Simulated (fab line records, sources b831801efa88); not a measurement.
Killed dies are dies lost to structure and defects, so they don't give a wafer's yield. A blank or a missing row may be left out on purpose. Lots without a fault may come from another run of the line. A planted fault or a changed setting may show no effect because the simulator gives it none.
Which tool did it? | flow sky130 | 12 lots, 36 wafers sampled, at 6 steps of a route of 708

WHAT THE GAUGES READ, wafer by wafer
SKY_FIELD_ISO_THK_MEAS_25. Usual: FIELD_ISO_CVD_24_THK 599 nm, standard deviation 5.7.
lot  | measured    | on            | FIELD_ISO_CVD_24_THK (nm) | flag
L422 | day 2 10:25 | film_metro-02 | 599 599 598               |
L423 | day 2 11:37 | film_metro-01 | 600 606 607               |
L426 | day 3 05:04 | film_metro-03 | 607 603 608               |
L427 | day 3 10:06 | film_metro-02 | 595 600 599               |
L428 | day 3 15:17 | film_metro-02 | 596 589 595               |
L429 | day 3 21:56 | film_metro-03 | 597 608 595               |
L430 | day 4 02:40 | film_metro-01 | 601 600 601               |
L432 | day 4 11:53 | film_metro-01 | 595 597 596               |
L433 | day 4 16:11 | film_metro-03 | 593 590 585               |
L434 | day 4 21:47 | film_metro-02 | 602 598 598               |
L435 | day 5 03:11 | film_metro-01 | 592 596 593               |
L445 | day 7 06:18 | film_metro-03 | 604 599 588               |

SKY_NWELL_TW_MEAS_15. Usual: NWELL_TW 1844, standard deviation 19.
lot  | measured     | on            | NWELL_TW                      | flag
L422 | day 4 14:50  | film_metro-01 | 1844 1840 1842                |
L423 | day 4 16:29  | film_metro-02 | 1849 1842 1843                |
L426 | day 5 11:40  | film_metro-04 | 1865 1869 1857                |
L427 | day 5 20:23  | film_metro-04 | 1869 1866 1871                |
L428 | day 6 00:10  | film_metro-04 | 1879 1881 1877                |
L429 | day 6 10:02  | film_metro-02 | 1828 1827 1833                |
L430 | day 6 12:53  | film_metro-04 | 1878 1873 1876                |
L432 | day 7 00:31  | film_metro-04 | 1873 1875 1878                |
L433 | day 7 04:16  | film_metro-04 | 2304 2302 2322 2317 2303 2326 | OFF
L434 | day 7 12:04  | film_metro-02 | 2271 2273 2266 2253 2263 2259 | OFF
L435 | day 7 18:47  | film_metro-01 | 1832 1831 1825                |
L445 | day 10 05:34 | film_metro-01 | 1810 1835 1825                |

SKY_NWELL_RS_MEAS_29: measures by four-point-probe. Usual: NWELL_RS 623.5 ohm/sq, standard deviation 1.6.
lot  | measured     | on            | NWELL_RS (ohm/sq)                   | flag
L422 | day 5 08:26  | film_metro-01 | 624.6 626.0 624.4                   |
L423 | day 5 09:59  | film_metro-01 | 622.8 621.9 623.5                   |
L426 | day 6 06:05  | film_metro-02 | 622.6 623.3 623.4                   |
L427 | day 6 15:26  | film_metro-04 | 621.9 622.0 623.4                   |
L428 | day 6 19:31  | film_metro-01 | 625.3 626.3 624.4                   |
L429 | day 7 05:04  | film_metro-04 | 624.0 624.0 625.4                   |
L430 | day 7 08:33  | film_metro-02 | 624.1 623.8 624.9                   |
L432 | day 7 19:53  | film_metro-04 | 621.1 621.9 622.7                   |
L433 | day 7 23:25  | film_metro-04 | 429.8 429.8 428.8 430.4 430.7 429.5 | OFF
L434 | day 8 07:38  | film_metro-04 | 430.5 430.7 430.1 430.2 430.3 430.0 | OFF
L435 | day 8 15:38  | film_metro-01 | 620.7 622.7 622.8                   |
L445 | day 11 05:34 | film_metro-01 | 626.5 624.1 625.5                   |

SKY_VT_ADJUST_NCORE_OVL_MEAS_08. Usual: VT_ADJUST_NCORE_OVL 0.2 nm, standard deviation 1.4.
lot  | measured     | on         | VT_ADJUST_NCORE_OVL (nm) | flag
L422 | day 8 12:21  | overlay-01 | 0.2 0.1 1.8              |
L423 | day 8 13:37  | overlay-01 | -1.8 -0.4 -2.3           |
L426 | day 9 14:40  | overlay-01 | -1.2 -1.0 -1.5           |
L427 | day 10 01:17 | overlay-02 | 2.1 -0.3 0.7             |
L428 | day 10 06:22 | overlay-01 | -2.5 1.0 0.0             |
L429 | day 10 17:26 | overlay-02 | -1.5 -1.7 -2.2           |
L430 | day 11 00:11 | overlay-01 | 2.3 2.4 1.2              |
L432 | day 11 12:38 | overlay-02 | 1.5 0.1 0.1              |
L435 | day 12 12:31 | overlay-02 | 1.6 2.4 2.8              |
L445 | day 15 12:07 | overlay-02 | 1.2 0.2 -0.1             |

WHICH TOOL RAN EACH LOT (tool, then ch and the chambers of the sampled wafers, then the start)
lot  | SKY_NWELL_IMPLANT_11            | SKY_NWELL_STRIP_14
L422 | implanter-02 ch 0, day 4 14:17  | plasma_asher-02 ch 0,1, day 4 14:44
L423 | implanter-03 ch 0, day 4 15:59  | plasma_asher-02 ch 0,1, day 4 16:23
L426 | implanter-02 ch 0, day 5 11:08  | plasma_asher-02 ch 0,1, day 5 11:34
L427 | implanter-03 ch 0, day 5 16:56  | plasma_asher-02 ch 0,1, day 5 20:18
L428 | implanter-01 ch 0, day 5 23:37  | plasma_asher-04 ch 0,1, day 6 00:04
L429 | implanter-03 ch 0, day 6 09:31  | plasma_asher-04 ch 0,1, day 6 09:56
L430 | implanter-02 ch 0, day 6 12:23  | plasma_asher-04 ch 0,1, day 6 12:48
L432 | implanter-01 ch 0, day 6 23:59  | plasma_asher-03 ch 0,1, day 7 00:25
L433 | implanter-03 ch 0, day 7 03:25  | plasma_asher-03 ch 1, day 7 04:10
L434 | implanter-01 ch 0, day 7 11:04  | plasma_asher-04 ch 0,1, day 7 11:49
L435 | implanter-02 ch 0, day 7 18:16  | plasma_asher-03 ch 0,1, day 7 18:42
L445 | implanter-02 ch 0, day 10 05:01 | plasma_asher-03 ch 0,1, day 10 05:27
- SKY_NWELL_IMPLANT_11
- SKY_NWELL_STRIP_14: strips in O2/N2.

WHAT THE TOOLS THEMSELVES READ (means of the sampled wafers that have a number; where no wafer has one, the mark that the record gives instead)
SKY_NWELL_IMPLANT_11. Usual: beam_on_s 10.01 s, standard deviation 0.21.
lot  | tool         | beam_on_s (s) | flag
L422 | implanter-02 | 9.91          |
L423 | implanter-03 | 10.10         |
L426 | implanter-02 | 9.85          |
L427 | implanter-03 | 10.09         |
L428 | implanter-01 | 10.04         |
L429 | implanter-03 | 10.08         |
L430 | implanter-02 | 10.21         |
L432 | implanter-01 | 10.04         |
L433 | implanter-03 | 10.03         |
L434 | implanter-01 | 10.01         |
L435 | implanter-02 | 10.14         |
L445 | implanter-02 | 10.03         |

SKY_NWELL_STRIP_14. Usual: drypump_motor_current_A 5.68 A, standard deviation 0.27; oes_product_au 0.722 a.u., standard deviation 0.0048; strip_time_to_endpoint_s 36.88 s, standard deviation 0.1.
lot  | tool            | drypump_motor_current_A (A) | oes_product_au (a.u.) | strip_time_to_endpoint_s (s) | flag
L422 | plasma_asher-02 | 5.82                        | 0.724                 | 36.80                        |
L423 | plasma_asher-02 | 5.53                        | 0.725                 | 37.21                        | OFF
L426 | plasma_asher-02 | 5.83                        | 0.719                 | 36.82                        |
L427 | plasma_asher-02 | 5.80                        | 0.720                 | 36.94                        |
L428 | plasma_asher-04 | 5.72                        | 0.719                 | 36.98                        |
L429 | plasma_asher-04 | 5.73                        | 0.721                 | 36.80                        |
L430 | plasma_asher-04 | 5.64                        | 0.725                 | 36.86                        |
L432 | plasma_asher-03 | 5.69                        | 0.717                 | 36.83                        |
L433 | plasma_asher-03 | 5.68                        | 0.722                 | 36.81                        |
L434 | plasma_asher-04 | 5.72                        | 0.722                 | 36.85                        |
L435 | plasma_asher-03 | 5.69                        | 0.721                 | 36.99                        |
L445 | plasma_asher-03 | 5.67                        | 0.721                 | 37.00                        |

THE ANSWER, worked out from the rows above alone
Rule: a lot is off if the mean of its wafers that have a number lies more than 3 standard deviations from the usual mean. A lot without any number at a reading at which 4 lots or more have one is off too. The other lots that the step has rows for count as sound. The gauges are gone through in route order, then the tools' own readings, and for those a lot's mean is taken as printed above. The first step at which some lot is off is used, and at that step the reading that is off furthest; a lot without a number counts as furthest.
Off: L433, L434, at SKY_NWELL_TW_MEAS_15 (NWELL_TW).
A tool fits if, at a process step before that reading, it ran every lot that is off, and no sound lot after the first of them. The gauges at SKY_NWELL_TW_MEAS_15 are tried like those tools. None of those tried fits.

WHAT THE SIMULATOR HAD PUT IN
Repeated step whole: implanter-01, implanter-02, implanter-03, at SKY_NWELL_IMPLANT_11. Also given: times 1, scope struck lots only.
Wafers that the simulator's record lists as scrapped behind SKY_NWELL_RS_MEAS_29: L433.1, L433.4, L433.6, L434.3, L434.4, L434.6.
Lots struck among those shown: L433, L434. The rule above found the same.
